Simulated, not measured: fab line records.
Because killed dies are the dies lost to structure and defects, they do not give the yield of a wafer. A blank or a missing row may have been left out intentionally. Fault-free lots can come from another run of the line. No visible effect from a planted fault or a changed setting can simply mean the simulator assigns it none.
One fault seen from 2 desks :: flow sky130 :: each desk has only its own numbers; what lay behind them comes last

## DESK OF THE TOOL OWNER: implanter-03
For each lot that ran on this tool, the mean over its sampled wafers that have a number, from the tool's own readings at SKY_LDD_HVN_IMPLANT_08. The brackets show how far a lot's mean lies from the usual mean; more than 4 standard deviations puts the lot out of limits, marked OUT.
Columns: A = faradayCurrentUA at SKY_LDD_HVN_IMPLANT_08, usual 169
lot: L590
first seen here: day 24 08:50
A: 169

lot: L593
first seen here: day 25 06:01
A: 169

lot: L602
first seen here: day 28 07:58
A: 171
This desk's verdict: no lot among the 3 shows anything out of limits.

## FROM THE METROLOGY DESK
What the gauges read, lot by lot, whatever tool the lot ran on: means of the sampled wafers that have a number. The brackets show how far a lot's mean lies from the usual mean; more than 4 standard deviations puts the lot out of limits, marked OUT. Only the readings that lie furthest out on some lot appear, 7 of the 8 it has.
Columns: A = LDD_P_OVL at SKY_LDD_P_OVL_MEAS_08, usual 0.5 nm; B = LDD_P_TW at SKY_LDD_P_TW_MEAS_11, usual 638; C = LDD_HVN_TW at SKY_LDD_HVN_TW_MEAS_10, usual 1443; D = LDD_HVP_OVL at SKY_LDD_HVP_OVL_MEAS_07, usual 0.4 nm; E = LDD_HVP_TW at SKY_LDD_HVP_TW_MEAS_10, usual 458.6; F = LDD_LDN_OVL at SKY_LDD_LDN_OVL_MEAS_07, usual -0.6 nm; G = LDD_LDN_TW at SKY_LDD_LDN_TW_MEAS_13, usual 1485
lot: L580
first seen here: day 19 23:40
A: -0.1
B: 639
C: 1452
D: 1.4
E: 463.1
F: -0.2
G: 1485

lot: L590
first seen here: day 23 02:37
A: 1.6
B: 640
C: 1442
D: 0.6
E: 459.0
F: 1.8
G: 1486

lot: L593
first seen here: day 24 00:10
A: -1.6
B: 644
C: 1433
D: 0.4
E: 454.2
F: 0.6
G: 1488

lot: L599
first seen here: day 26 02:01
A: -0.9
B: 639
C: 1446
D: 1.0
E: 455.7
F: 1.1
G: 1475

lot: L602
first seen here: day 27 03:49
A: 0.3
B: 640
C: 1435
D: -0.7
E: 456.3
F: -1.2
G: 1495

lot: L603
first seen here: day 27 07:08
A: 0.2
B: 633
C: 1435
D: 2.1
E: 461.4
F: 1.2
G: 1481
This desk's verdict: no lot among the 6 shows anything out of limits.

## ALL TOGETHER
Nothing out of limits was seen by the tool owner's desk.
Metrology desk: nothing out of limits seen.

## WHAT THE SIMULATOR PUT IN
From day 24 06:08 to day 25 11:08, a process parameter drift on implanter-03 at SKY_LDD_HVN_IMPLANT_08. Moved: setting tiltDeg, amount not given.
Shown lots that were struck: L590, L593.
